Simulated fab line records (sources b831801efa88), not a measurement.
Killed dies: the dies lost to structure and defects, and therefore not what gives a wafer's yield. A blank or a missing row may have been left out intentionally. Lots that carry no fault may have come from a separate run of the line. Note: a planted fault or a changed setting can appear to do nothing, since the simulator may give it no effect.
fab line records	flow sky130
[record] lots = 5	wafers = 15	last-day = 50
route steps=708 shown FIELD_ISO@17 NWELL@32 DNWELL@35 PWDE@45 SALICIDE@361 PAD_OPEN@708
lots untouched by any fault: they come from a run of this same line in which no faults occurred
start-h: hours from the record's first day to the start of the lot's first wafer shown	wait-h: hours since the lot's step before	" as in the row above	L1.1+2: a row that stands for several wafers	- no value, or no start was given	* or withheld: withheld	< > ~ a bound
route shown NAME@n: names a module that has steps shown in the file, with the first one's number in the route	usual: mean/standard deviation taken from wafers without a fault	same: alike in all rows	chamber/n: place in a boat	sites: readings site by site	_std_site: standard deviation across them	_edge_site: outer sites' mean less inner sites'	radius-mm: how far each site lies from the wafer's centre	mask NAME#n: copy n	behind: the last tool/chamber to shape the wafer	hold: the reason the lot was held/the length of the hold in hours/how it ended	device: the transistor (n, p or np) that didn't switch	end of line: tests run on the same wafers once the route is complete	a step given without rows: its recipe and nothing more	killed: at the first sort, the dies lost to defects and structure; wafer yield is something else	map: dies across one wafer; x = killed, . = not, _ = none there
set.NAME: setting as actually run; set.NAME@STEP: the setting as run at that earlier step	model.NAME: the simulator's own value behind a step, which no gauge read
lots seen at some steps along the route; tables by step, rows by wafer
services: when a tool's chamber went out of use (start-h, in hours from the record's first day, below 0 if earlier), for how many hours, and the reason
[[steps]]
[step SKY_FIELD_ISO_STRIP_16]
[recipe] chemistry = O2/N2	power-w = 1400	pressure-mtorr = 1500	platen-temp-c = withheld	o2-flow-sccm = 3000	n2-flow-sccm = 300	overash-fraction = 0.5
[usual] drypump-motor-current-A = 6.0/0.36	oes-product-au = 0.378/0.0053	strip-time-to-endpoint-s = 3.55/0.033
[same] overash-fraction = 0.5
lot.wafer	tool	chamber	start-h	wait-h	drypump-motor-current-A	oes-product-au	rf-hours-counter-h	strip-time-to-endpoint-s
L406.2	plasma-asher-01	0	31.50	0.0	5.7	0.376	37	3.52
L406.4	"	0	"	"	5.7	0.366	-	3.48
L406.6	"	1	"	"	6.6	0.365	-	3.52
L417.1	plasma-asher-04	0	85.40	0.1	5.7	0.372	25	3.56
L417.4	"	1	"	"	6.1	0.377	-	3.51
L417.6	"	0	"	"	5.7	0.372	-	3.51
L419.1	plasma-asher-01	0	95.91	0.0	5.7	0.378	43	3.57
L419.4	"	1	"	"	6.5	0.389	-	3.60
L419.6	"	1	"	"	6.6	0.381	-	3.59
L425.3	plasma-asher-04	1	129.64	0.1	6.1	0.372	-	3.53
L425.4	"	0	"	"	5.7	0.383	-	3.55
L425.5	"	0	"	"	5.7	0.377	-	3.53
L429.1	plasma-asher-01	0	152.80	0.0	5.7	0.383	50	3.60
L429.2	"	1	"	"	6.6	0.375	50	3.58
L429.3	"	0	"	"	5.7	0.381	-	3.56
[step SKY_FIELD_ISO_ETCH_17]
[recipe] target-depth-a = 3420	mask-material = Si3N4	chemistry = HBr/Cl2/O2	target = Si	taper-deg = 5	icp-w = 600	bias-w = 150	pressure-mtorr = 15	HBr_flow_sccm = 150	Cl2_flow_sccm = 40	O2_flow_sccm = 6	time-s = 97.7
[usual] drypump-motor-current-A = 5.7/0.55	he-backside-leak-sccm = 2.77/0.28	mfc-cl2-sccm = 40.00/0.12	oes-product-au = 0.995/0.0089	throttle-valve-pct = 25.659/0.01
[same] time-s = 97.7
lot.wafer	tool	chamber	start-h	wait-h	drypump-motor-current-A	he-backside-leak-sccm	mfc-cl2-sccm	oes-product-au	rf-hours-counter-h	throttle-valve-pct
L406.2	rie-si-01	3	31.60	0.1	6.4	2.75	40.10	0.980	9	25.664
L406.4	"	3	"	"	6.4	2.71	40.11	0.988	-	25.647
L406.6	"	1	"	"	5.2	2.36	39.94	0.982	-	25.662
L417.1	rie-si-01	1	85.50	0.1	5.2	2.63	40.28	0.981	109	25.661
L417.4	"	3	"	"	6.3	2.69	39.96	0.997	9	25.683
L417.6	"	1	"	"	5.2	2.65	40.19	0.989	-	25.675
L419.1	rie-si-02	1	96.01	0.1	4.9	2.89	40.04	0.989	117	25.664
L419.4	"	3	"	"	6.3	2.80	40.01	1.007	0	25.656
L419.6	"	0	"	"	5.0	2.59	39.95	1.001	-	25.664
L425.3	rie-si-01	1	129.71	0.0	5.2	2.37	39.84	0.998	109	25.655
L425.4	"	0	"	"	6.0	2.47	40.14	1.000	1	25.661
L425.5	"	0	"	"	6.0	2.43	39.97	0.999	-	25.650
L429.1	rie-si-01	3	152.90	0.1	6.4	2.75	40.00	0.985	10	25.674
L429.2	"	0	"	"	6.0	2.53	39.87	0.996	1	25.648
L429.3	"	1	"	"	5.3	2.31	39.98	0.995	109	25.652
[step SKY_FIELD_ISO_WET_ETCH_18]
[recipe] chemistry = H3PO4	target-depth-nm = 25	temp-c = 160	target = Si3N4	time-s = 276.3
[step SKY_FIELD_ISO_CLEAN_19]
[recipe] chemistry = SC1/SC2	mix = 1:4:20	temp-c = 70	time-s = 150
[step SKY_FIELD_ISO_CLEAN_20]
[recipe] chemistry = dHF	time-s = 20	dilution = 100:1
[step SKY_FIELD_ISO_WET_ETCH_21]
[recipe] chemistry = dHF	dilution = 100:1	target-depth-nm = 20	dry = ipa-marangoni	target = SiO2	temp-c = 25	time-s = 400
[step SKY_FIELD_ISO_OXIDATION_22]
[recipe] temp-c = 950	ambient = O2	stabilise-s = 600	purge-s = 300	target-thk-a = 100	ox-time-s = 623
[step SKY_FIELD_ISO_THK_MEAS_23]
[recipe] reads = SiO2_of_FIELD_ISO_OXIDATION_22
[usual] FIELD_ISO_OXIDATION_01_THK = 10.06/0.2
lot.wafer	tool	chamber	start-h	wait-h	FIELD_ISO_OXIDATION_01_THK[nm]
L406.2	film-metro-02	-	33.31	0.0	9.86
L406.4	"	-	"	"	9.99
L406.6	"	-	"	"	9.95
L417.1	film-metro-02	-	87.81	0.0	10.03
L417.4	"	-	"	"	9.93
L417.6	"	-	"	"	10.01
L419.1	film-metro-01	-	98.75	0.0	10.16
L419.4	"	-	"	"	10.02
L419.6	"	-	"	"	10.19
L425.3	film-metro-04	-	135.20	0.0	10.20
L425.4	"	-	"	"	10.12
L425.5	"	-	"	"	10.25
L429.1	film-metro-04	-	155.57	0.0	9.98
L429.2	"	-	"	"	10.12
L429.3	"	-	"	"	10.11
[step SKY_FIELD_ISO_CVD_24]
[recipe] material = SiO2	target-thk-nm = 595	temp-c = 650	sigma-open-frac = 0.3	time-s = 99.2	sih4-flow-sccm = 60	pressure-mtorr = 6
[step SKY_FIELD_ISO_THK_MEAS_25]
[recipe] reads = SiO2_of_FIELD_ISO_CVD_24
[usual] FIELD_ISO_CVD_24_THK = 596/5.9
lot.wafer	tool	chamber	start-h	wait-h	FIELD_ISO_CVD_24_THK[nm]
L406.2	film-metro-04	-	33.45	0.0	599
L406.4	"	-	"	"	596
L406.6	"	-	"	"	602
L417.1	film-metro-01	-	87.94	0.0	592
L417.4	"	-	"	"	589
L417.6	"	-	"	"	585
L419.1	film-metro-02	-	98.88	0.0	593
L419.4	"	-	"	"	594
L419.6	"	-	"	"	590
L425.3	film-metro-04	-	135.36	0.1	606
L425.4	"	-	"	"	598
L425.5	"	-	"	"	589
L429.1	film-metro-01	-	155.70	0.0	586
L429.2	"	-	"	"	595
L429.3	"	-	"	"	595
[step SKY_FIELD_ISO_ANNEAL_26]
[recipe] temp-c = 1000	time-s = 1800	ambient = N2
[step SKY_FIELD_ISO_CMP_27]
[recipe] stop-on = Si3N4	t-overpolish-s = 16	down-force-psi = 4	platen-rpm = 60	target-thk-nm = 457.8	pad-velocity-m-s = 0.94248
[usual] motor-current-A = 11.5/0.83	overpolish-run-s = 16.000/0.0091	time-to-endpoint-s = 111/3.2
lot.wafer	tool	chamber	start-h	wait-h	motor-current-A	overpolish-run-s	time-to-endpoint-s
L406.2	cmp-01	1	36.26	0.1	12.7	16.009	116
L406.4	"	2	"	"	10.7	15.994	113
L406.6	"	1	"	"	12.0	15.995	114
L417.1	cmp-01	3	90.53	0.1	11.6	16.002	109
L417.4	"	0	"	"	11.2	16.010	109
L417.6	"	2	"	"	11.2	16.009	106
L419.4	cmp-02	3	101.64	0.0	11.2	16.006	108
L419.1	"	0	"	"	11.1	15.983	111
L419.6	"	0	"	"	10.8	15.997	108
L425.3	cmp-01	2	143.43	0.0	10.9	16.007	110
L425.4	"	1	"	"	12.3	15.991	109
L425.5	"	2	"	"	10.6	16.003	107
L429.1	cmp-02	3	158.58	0.0	10.7	16.002	112
L429.2	"	0	"	"	10.8	15.983	109
L429.3	"	1	"	"	11.0	16.000	111
[step SKY_FIELD_ISO_WET_ETCH_28]
[recipe] chemistry = dHF	target-depth-nm = 23.7	target = SiO2	dilution = 10:1	temp-c = 25	time-s = 47
[usual] bath-heat-duty-pct = 6.4/0.84	temp-c = 24.97/0.093
[same] time-s = 47
lot.wafer	tool	chamber	start-h	wait-h	bath-heat-duty-pct	temp-c	model.SiO2_of_FIELD_ISO_CVD_24.thk-nm
L406.2	wet-bench-01	0	36.51	0.2	6.8	25.04	435.3
L406.4	"	0	"	"	7.9	25.01	434.2
L406.6	"	0	"	"	8.1	24.88	435.2
L417.1	wet-bench-01	1	90.78	0.2	25.2	41.54	412.3
L417.4	"	1	"	"	24.4	41.46	413
L417.6	"	1	"	"	24.4	41.48	414.4
L419.1	wet-bench-03	2	101.94	0.2	6.3	24.95	433.5
L419.4	"	2	"	"	7.5	25.05	434.7
L419.6	"	2	"	"	7.3	24.95	433.2
L425.3	wet-bench-03	1	143.73	0.2	6.0	25.02	433
L425.4	"	1	"	"	6.2	25.22	433
L425.5	"	1	"	"	6.9	25.14	433.9
L429.1	wet-bench-03	3	158.88	0.2	5.7	24.88	433.8
L429.2	"	3	"	"	5.5	24.98	433.4
L429.3	"	3	"	"	5.6	25.01	433.5
[step SKY_FIELD_ISO_WET_ETCH_29]
[recipe] chemistry = H3PO4	target-depth-nm = 160	target = Si3N4	temp-c = 160	time-s = 1825
[step SKY_FIELD_ISO_WET_ETCH_30]
[recipe] chemistry = dHF	target-depth-nm = 25	target = SiO2	dilution = 10:1	temp-c = 25	time-s = 50
[step SKY_NWELL_CLEAN_00]
[recipe] chemistry = SC1/SC2	mix = 1:4:20	temp-c = 70	time-s = 150	dry = n2-spin
[step SKY_NWELL_OXIDATION_01]
[recipe] temp-c = 900	ambient = O2	stabilise-s = 600	purge-s = 300	target-thk-a = 100	ox-time-s = 1418
[step SKY_NWELL_THK_MEAS_02]
[recipe] reads = SiO2_of_NWELL_OXIDATION_01
[usual] NWELL_OXIDATION_THK = 10.02/0.18
lot.wafer	tool	chamber	start-h	wait-h	NWELL_OXIDATION_THK[nm]
L406.2	film-metro-01	-	39.60	0.0	9.81
L406.4	"	-	"	"	9.92
L406.6	"	-	"	"	10.01
L417.1	film-metro-03	-	94.56	0.0	10.13
L417.4	"	-	"	"	10.10
L417.6	"	-	"	"	9.97
L419.1	film-metro-04	-	104.73	0.0	10.24
L419.4	"	-	"	"	10.22
L419.6	"	-	"	"	10.27
L425.3	film-metro-03	-	148.85	0.0	10.13
L425.4	"	-	"	"	10.12
L425.5	"	-	"	"	10.24
L429.1	film-metro-03	-	161.33	0.0	10.06
L429.2	"	-	"	"	10.13
L429.3	"	-	"	"	9.93
[step SKY_DNWELL_DEHYDRATE_00]
[recipe] temp-c = 200	time-s = 60
[step SKY_DNWELL_HMDS_01]
[recipe] prime-time-s = 60	prime-temp-c = 120
[step SKY_DNWELL_COAT_02]
[recipe] spin-rpm = 2000	resist-thk-nm = 3000
[step SKY_DNWELL_SOFTBAKE_03]
[recipe] temp-c = 110	time-s = withheld
[step SKY_DNWELL_EXPOSE_04]
[recipe] mask-id = DNM	na = 0.57	target-cd-nm = 3000	dose-mj = 222
[step SKY_DNWELL_PEB_05]
[recipe] temp-c = 115	time-s = withheld
[step SKY_DNWELL_DEVELOP_06]
[recipe] wall-angle-deg = 90	developer = TMAH	develop-time-s = 60	dev-temp-c = 23
[step SKY_DNWELL_IMPLANT_07]
[recipe] species = P	energy-kev = withheld	dose-cm2 = withheld	tilt-deg = withheld
[step SKY_DNWELL_STRIP_08]
[recipe] chemistry = O2/N2	power-w = 1400	pressure-mtorr = 1500	platen-temp-c = withheld	o2-flow-sccm = 3000	n2-flow-sccm = 300	overash-fraction = 0.5
[usual] drypump-motor-current-A = 5.9/0.37	oes-product-au = 0.722/0.0044	strip-time-to-endpoint-s = 36.91/0.11
[same] overash-fraction = 0.5
lot.wafer	tool	chamber	start-h	wait-h	drypump-motor-current-A	oes-product-au	rf-hours-counter-h	strip-time-to-endpoint-s
L406.2	plasma-asher-04	0	54.39	0.1	5.7	0.721	22	36.85
L406.4	"	1	"	"	6.1	0.722	-	36.80
L406.6	"	1	"	"	6.1	0.717	-	36.78
L417.1	plasma-asher-01	1	111.84	0.1	6.5	0.725	45	36.85
L417.4	"	0	"	"	5.7	0.717	-	36.86
L417.6	"	0	"	"	5.7	0.728	-	36.90
L419.1	plasma-asher-03	1	123.62	0.1	5.8	0.727	47	36.82
L419.4	"	1	"	"	5.7	0.725	-	36.88
L419.6	"	0	"	"	5.3	0.723	-	36.91
L425.3	plasma-asher-01	1	167.77	0.1	6.6	0.721	-	36.87
L425.4	"	0	"	"	5.7	0.723	-	36.98
L425.5	"	1	"	"	6.6	0.719	-	36.88
L429.1	plasma-asher-04	1	182.14	0.1	6.1	0.730	37	37.11
L429.2	"	0	"	"	5.7	0.726	37	37.04
L429.3	"	1	"	"	6.1	0.715	-	37.04
[step SKY_DNWELL_TW_MEAS_09]
[usual] DNWELL_TW = 1112/7.5
lot.wafer	tool	chamber	start-h	wait-h	DNWELL_TW
L406.2	film-metro-01	-	54.50	0.1	1105
L406.4	"	-	"	"	1107
L406.6	"	-	"	"	1101
L417.1	film-metro-04	-	111.94	0.1	1097
L417.4	"	-	"	"	1099
L417.6	"	-	"	"	1104
L419.1	film-metro-03	-	123.72	0.1	1119
L419.4	"	-	"	"	1124
L419.6	"	-	"	"	1119
L425.3	film-metro-01	-	167.86	0.1	1120
L425.4	"	-	"	"	1126
L425.5	"	-	"	"	1119
L429.1	film-metro-04	-	182.24	0.1	1113
L429.2	"	-	"	"	1111
L429.3	"	-	"	"	1112
[step SKY_PWDE_DEHYDRATE_00]
[recipe] temp-c = 200	time-s = 60
[step SKY_PWDE_HMDS_01]
[recipe] prime-time-s = 60	prime-temp-c = 120
[step SKY_PWDE_COAT_02]
[recipe] spin-rpm = 2000	resist-thk-nm = 3000
[step SKY_PWDE_SOFTBAKE_03]
[recipe] temp-c = 110	time-s = withheld
[step SKY_PWDE_EXPOSE_04]
[recipe] mask-id = PWDEM	na = 0.6	source-shape = conventional	sigma-outer = 0.6	polarization = unpolarized	target-cd-nm = 840	dose-mj = 214
[step SKY_PWDE_PEB_05]
[recipe] temp-c = 115	time-s = withheld
[step SKY_PWDE_DEVELOP_06]
[recipe] wall-angle-deg = 90	developer = TMAH	develop-time-s = 60	dev-temp-c = 23
[step SKY_PWDE_OVL_MEAS_07]
[usual] PWDE_OVL = 0.1/1.4
lot.wafer	tool	chamber	start-h	wait-h	PWDE_OVL[nm]
L406.2	overlay-01	-	70.49	-	1.4
L406.4	"	-	"	"	2.5
L406.6	"	-	"	"	0.3
L417.1	overlay-02	-	130.44	-	1.5
L417.4	"	-	"	"	-0.6
L417.6	"	-	"	"	2.0
L419.1	overlay-01	-	141.99	-	1.7
L419.4	"	-	"	"	0.3
L419.6	"	-	"	"	1.1
L425.3	overlay-01	-	187.85	-	1.3
L425.4	"	-	"	"	1.7
L425.5	"	-	"	"	1.8
L429.1	overlay-01	-	203.34	-	0.8
L429.2	"	-	"	"	2.0
L429.3	"	-	"	"	2.4
[step SKY_PWDE_IMPLANT_08]
[recipe] species = B	energy-kev = 150	dose-cm2 = 3.526e+12	tilt-deg = withheld
[step SKY_PWDE_STRIP_09]
[recipe] chemistry = O2/N2	power-w = 1400	pressure-mtorr = 1500	platen-temp-c = withheld	o2-flow-sccm = 3000	n2-flow-sccm = 300	overash-fraction = 0.5
[usual] drypump-motor-current-A = 5.62/0.27	oes-product-au = 0.722/0.0042	strip-time-to-endpoint-s = 36.90/0.11
[same] overash-fraction = 0.5
lot.wafer	tool	chamber	start-h	wait-h	drypump-motor-current-A	oes-product-au	rf-hours-counter-h	strip-time-to-endpoint-s
L406.2	plasma-asher-03	0	70.67	0.1	5.33	0.715	40	36.86
L406.4	"	0	"	"	5.33	0.724	-	36.83
L406.6	"	1	"	"	5.74	0.718	-	36.69
L417.1	plasma-asher-03	0	130.62	0.1	5.31	0.722	48	36.80
L417.4	"	1	"	"	5.75	0.717	-	36.83
L417.6	"	0	"	"	5.32	0.726	-	36.83
L419.1	plasma-asher-03	0	142.17	0.1	5.32	0.717	50	37.05
L419.4	"	1	"	"	5.75	0.725	-	36.96
L419.6	"	0	"	"	5.33	0.721	-	36.95
L425.3	plasma-asher-03	0	188.06	0.1	5.30	0.730	-	36.93
L425.4	"	1	"	"	5.75	0.720	-	36.92
L425.5	"	1	"	"	5.74	0.719	-	36.93
L429.1	plasma-asher-03	0	203.52	0.1	5.31	0.719	56	36.98
L429.2	"	1	"	"	5.72	0.715	56	36.95
L429.3	"	1	"	"	5.73	0.721	-	37.02
[step SKY_PWDE_TW_MEAS_10]
[usual] PWDE_TW = 371.2/2
lot.wafer	tool	chamber	start-h	wait-h	PWDE_TW
L406.2	film-metro-04	-	70.78	0.1	368.4
L406.4	"	-	"	"	367.3
L406.6	"	-	"	"	369.0
L417.1	film-metro-04	-	130.72	0.1	374.5
L417.4	"	-	"	"	373.1
L417.6	"	-	"	"	372.4
L419.1	film-metro-01	-	142.27	0.1	368.5
L419.4	"	-	"	"	369.9
L419.6	"	-	"	"	368.9
L425.3	film-metro-03	-	188.14	0.1	368.4
L425.4	"	-	"	"	367.6
L425.5	"	-	"	"	370.0
L429.1	film-metro-01	-	203.62	0.1	370.3
L429.2	"	-	"	"	370.9
L429.3	"	-	"	"	370.8
[step SKY_NWELL_DEHYDRATE_03]
[recipe] temp-c = 200	time-s = 60
[step SKY_NWELL_HMDS_04]
[recipe] prime-time-s = 60	prime-temp-c = 120
[step SKY_NWELL_COAT_05]
[recipe] spin-rpm = 2000	resist-thk-nm = 3000
[step SKY_SALICIDE_CLEAN_00]
[recipe] chemistry = HF-last	time-s = 30	dilution = 100:1	dry = ipa-marangoni
[same] time-s = 30
lot.wafer	tool	chamber	start-h	wait-h	model.SiO2_of_FIELD_ISO_CVD_24.thk-nm
L406.2	wet-bench-01	3	645.39	0.1	360
L406.4	"	3	"	"	358.8
L406.6	"	3	"	"	359.8
L417.1	wet-bench-02	1	735.51	0.1	336.7
L417.4	"	1	"	"	337.2
L417.6	"	1	"	"	338.9
L419.1	wet-bench-01	3	758.69	0.1	358.3
L419.4	"	3	"	"	359.4
L419.6	"	3	"	"	357.7
L425.3	wet-bench-02	2	815.90	0.1	357.1
L425.4	"	2	"	"	357.4
L425.5	"	2	"	"	358.4
L429.1	wet-bench-03	1	844.66	0.1	358.2
L429.2	"	1	"	"	357.8
L429.3	"	1	"	"	357.7
[step SKY_PAD_OPEN_PROBE_99]
[usual] killed_at_M0_to_M3 = 43/6.9	killed_at_M4_up = 3.1/1.9	killed-at-contacts = 24/5.4	killed-at-front-end = 14/4.3	killed-at-other = 0.3/0.53	killed-dies = 84/9.5	killed-open = 46/6.8	killed-short = 38/6
[same] gross-dies = 492	killed-at-back-side = 0
lot.wafer	tool	chamber	start-h	wait-h	killed_at_M0_to_M3	killed_at_M4_up	killed-at-contacts	killed-at-front-end	killed-at-other	killed-dies	killed-open	killed-short	model.etest.res_p_drift_20v.line-ohm-um	model.etest.res_p_drift_20v.rs-ohm-sq	model.etest.pfet_16v.r-on-ohm-um	model.etest.res-iso-pwell.rs-ohm-sq	model.etest.res-iso-pwell.line-ohm-um	model.etest.cap-li-to-poly.c-af-um2	model.etest.cap-poly-to-well.c-af-um2	model.etest.field-p.vt-v
L406.2	prober-02	-	1076.01	0.1	43	2	20	18	0	83	47	36	1.063e+04	8863	1.498e+04	3068	1169	97.96	92.67	-40.51
L406.4	prober-02	-	1076.11	0.2	56	4	20	12	0	92	47	45	1.07e+04	8882	1.499e+04	3056	1122	98.87	92.55	-40.33
L406.6	prober-02	-	1076.21	0.2	50	3	24	20	0	97	45	52	1.044e+04	8885	1.505e+04	3085	1151	99.18	93.77	-40.59
L417.1	prober-01	-	1140.81	0.1	41	2	26	18	0	87	53	34	1.037e+04	8618	1.416e+04	2606	975.9	93.88	95.54	-34.6
L417.4	prober-01	-	1140.96	0.2	49	1	17	15	0	82	44	38	1.061e+04	8880	1.437e+04	2709	1026	93.08	98.7	-35.71
L417.6	prober-01	-	1141.06	0.2	47	3	24	13	0	87	44	43	1.053e+04	8716	1.403e+04	2612	1001	94.32	97.35	-34.55
L419.1	prober-01	-	1157.14	0.1	41	3	30	11	0	85	53	32	1.1e+04	9428	1.544e+04	2933	1099	99.75	91.44	-42.87
L419.4	prober-01	-	1157.29	0.2	39	5	24	16	0	84	45	39	1.191e+04	1.003e+04	1.578e+04	3178	1197	101.4	90.27	-44.95
L419.6	prober-01	-	1157.39	0.2	39	4	19	11	1	74	38	36	1.122e+04	9450	1.541e+04	2932	1099	98.54	89.68	-43.08
L425.3	prober-01	-	1194.96	0.2	35	1	16	14	0	66	38	28	1.24e+04	1.016e+04	1.495e+04	3230	1220	100	91.13	-38.52
L425.4	prober-01	-	1195.01	0.2	44	3	18	16	1	82	38	44	1.259e+04	1.052e+04	1.518e+04	3294	1256	99.58	87.73	-39.34
L425.5	prober-01	-	1195.06	0.2	47	3	32	9	1	92	49	43	1.28e+04	1.062e+04	1.544e+04	3420	1311	99.83	90.33	-39.8
L429.1	prober-02	-	1211.25	0.1	44	3	19	12	1	79	41	37	1.094e+04	9345	1.526e+04	3357	1273	100.1	92.2	-41.14
L429.2	prober-02	-	1211.30	0.1	53	5	15	13	0	86	46	40	1.147e+04	9606	1.562e+04	3616	1351	97.68	92.65	-42.51
L429.3	prober-02	-	1211.35	0.2	40	2	26	9	0	77	45	32	1.114e+04	9438	1.527e+04	3416	1294	98.18	92.84	-41.59
// killed by level:class
L406.2 CONTACT:geometric-particle:open=9 VIA1:geometric-particle:open=9 CONTACT:geometric-particle:short=6 METAL1:geometric-particle:short=6 VIA2:geometric-particle:open=6 VIA1:geometric-particle:short=4 FIELD_ISO:geometric-particle:open=4 POLY_GATE:geometric-particle:open=4
L406.4 VIA1:geometric-particle:open=12 VIA2:geometric-particle:open=8 VIA2:geometric-particle:short=8 METAL1:geometric-particle:short=7 CONTACT:geometric-particle:open=6 VIA1:geometric-particle:short=6 LI_CONTACT:geometric-particle:open=4 VIA3:geometric-particle:open=4
L406.6 VIA1:geometric-particle:open=14 POLY_GATE:geometric-particle:short=10 CONTACT:geometric-particle:open=9 METAL1:geometric-particle:short=9 LI_CONTACT:geometric-particle:open=7 METAL2:geometric-particle:short=7 LI_CONTACT:geometric-particle:short=5 METAL3:geometric-particle:short=5
L417.1 VIA1:geometric-particle:open=17 CONTACT:geometric-particle:open=13 FIELD_ISO:geometric-particle:short=5 LI_CONTACT:geometric-particle:open=5 VIA1:geometric-particle:short=5 VIA3:geometric-particle:open=5 FIELD_ISO:geometric-particle:open=4 LOCAL_INTERCONNECT:geometric-particle:short=4
L417.4 VIA1:geometric-particle:open=15 METAL2:geometric-particle:short=8 CONTACT:geometric-particle:open=7 CONTACT:geometric-particle:short=5 VIA2:geometric-particle:open=5 VIA2:geometric-particle:short=5 VIA3:geometric-particle:open=4 VIA3:geometric-particle:short=4
L417.6 VIA1:geometric-particle:open=12 LI_CONTACT:geometric-particle:open=11 METAL1:geometric-particle:short=8 VIA2:geometric-particle:open=7 POLY_GATE:geometric-particle:short=5 VIA2:geometric-particle:short=5 CONTACT:geometric-particle:short=4 VIA1:geometric-particle:short=4
L419.1 CONTACT:geometric-particle:open=10 VIA2:geometric-particle:open=10 VIA1:geometric-particle:open=9 LI_CONTACT:geometric-particle:open=8 CONTACT:geometric-particle:short=6 LOCAL_INTERCONNECT:geometric-particle:short=4 VIA3:geometric-particle:open=4 FIELD_ISO:geometric-particle:short=3
L419.4 LI_CONTACT:geometric-particle:open=9 METAL2:geometric-particle:short=9 VIA1:geometric-particle:open=7 CONTACT:geometric-particle:open=6 POLY_GATE:geometric-particle:open=5 METAL1:geometric-particle:short=5 FIELD_ISO:geometric-particle:open=4 VIA2:geometric-particle:open=4
L419.6 VIA1:geometric-particle:open=9 CONTACT:geometric-particle:open=7 FIELD_ISO:geometric-particle:short=5 VIA2:geometric-particle:open=5 LI_CONTACT:geometric-particle:open=5 CONTACT:geometric-particle:short=5 METAL2:geometric-particle:short=5 VIA3:geometric-particle:open=5
L425.3 VIA3:geometric-particle:open=8 CONTACT:geometric-particle:open=7 VIA1:geometric-particle:open=7 POLY_GATE:geometric-particle:open=6 METAL2:geometric-particle:short=6 METAL3:geometric-particle:short=4 FIELD_ISO:geometric-particle:short=3 VIA1:geometric-particle:short=3
L425.4 VIA1:geometric-particle:open=8 CONTACT:geometric-particle:open=7 VIA3:geometric-particle:open=7 CONTACT:geometric-particle:short=6 VIA2:geometric-particle:open=6 FIELD_ISO:geometric-particle:short=5 VIA1:geometric-particle:short=5 METAL2:geometric-particle:short=5
L425.5 VIA1:geometric-particle:open=13 CONTACT:geometric-particle:short=9 CONTACT:geometric-particle:open=8 LI_CONTACT:geometric-particle:open=8 VIA1:geometric-particle:short=6 METAL2:geometric-particle:short=6 VIA2:geometric-particle:open=6 LI_CONTACT:geometric-particle:short=5
L429.1 VIA1:geometric-particle:open=11 VIA3:geometric-particle:open=9 CONTACT:geometric-particle:open=6 VIA2:geometric-particle:open=6 CONTACT:geometric-particle:short=5 FIELD_ISO:geometric-particle:short=4 POLY_GATE:geometric-particle:short=4 VIA3:geometric-particle:short=4
L429.2 VIA3:geometric-particle:open=13 VIA2:geometric-particle:open=9 VIA1:geometric-particle:open=8 METAL1:geometric-particle:short=6 METAL2:geometric-particle:short=5 CONTACT:geometric-particle:open=5 VIA3:geometric-particle:short=5 METAL4:geometric-particle:short=5
L429.3 LI_CONTACT:geometric-particle:open=9 VIA2:geometric-particle:open=8 VIA1:geometric-particle:open=8 CONTACT:geometric-particle:open=6 METAL2:geometric-particle:short=6 VIA3:geometric-particle:open=5 CONTACT:geometric-particle:short=5 METAL1:geometric-particle:short=4
[[services]]
tool	chamber	start-h	hours	kind
rie-si-01	2	13.59	6.4	repair
wet-bench-01	-	62.96	1.9	pm
plasma-asher-03	-	64.41	0.9	repair
plasma-asher-01	-	80.70	6.3	repair
plasma-asher-04	-	123.31	2.0	repair
plasma-asher-04	-	129.92	0.5	repair
wet-bench-01	-	156.31	1.9	repair
plasma-asher-01	-	221.07	2.8	pm
wet-bench-03	-	257.21	1.9	pm
rie-si-01	3	280.96	22.4	repair
rie-si-01	0	285.12	4.5	repair
wet-bench-03	-	295.16	4.8	repair
rie-si-01	3	339.03	5.6	repair
rie-si-01	2	345.67	5.9	repair
plasma-asher-01	-	355.25	16.6	repair
plasma-asher-01	-	366.61	1.0	repair
wet-bench-03	-	386.86	2.4	repair
plasma-asher-03	-	421.25	9.0	pm
plasma-asher-01	-	435.12	40.8	repair
rie-si-01	2	436.65	2.5	repair
plasma-asher-03	-	519.50	0.5	repair
plasma-asher-01	-	544.78	4.2	repair
plasma-asher-01	-	733.75	9.0	pm
plasma-asher-03	-	801.79	5.6	repair
[[key]]
[first-sign] step = SKY_FIELD_ISO_WET_ETCH_28	reading = temp-c	direction = up	sigmas = 99+	usual = *	struck = *
[effect] step = SKY_FIELD_ISO_WET_ETCH_28	reading = bath-heat-duty-pct	direction = up	sigmas = 22	usual = 6.4	struck = 24.7
[model-effect] step = SKY_FIELD_ISO_WET_ETCH_28	value = SiO2_of_FIELD_ISO_CVD_24.thk-nm	without = 432.8	struck = 413.2
[model-effect] step = SKY_SALICIDE_CLEAN_00	value = SiO2_of_FIELD_ISO_CVD_24.thk-nm	without = 357.2	struck = 337.6
[model-effect] step = SKY_PAD_OPEN_PROBE_99	value = etest.res_p_drift_20v.line-ohm-um	without = 1.177e+04	struck = 1.05e+04
met-at SKY_FIELD_ISO_WET_ETCH_28
struck-wafers L417.1,L417.4,L417.6
tester-left-out L417
[fault] kind = process-parameter-drift	tool = wet-bench-01	chamber = 1	onset-h = 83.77	steps = SKY_FIELD_ISO_WET_ETCH_28	channel = temp-c	offset = *	shape = step	end-h = 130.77	acts-in = *	stated = *
// tester-left-out: of these lots the tester's yield and bins aren't shown, on N5 and GAA mostly nor the transistor test; their killed dies are dies lost to structure and defects alone, not to doping, threshold or leakage, so they don't give the yield
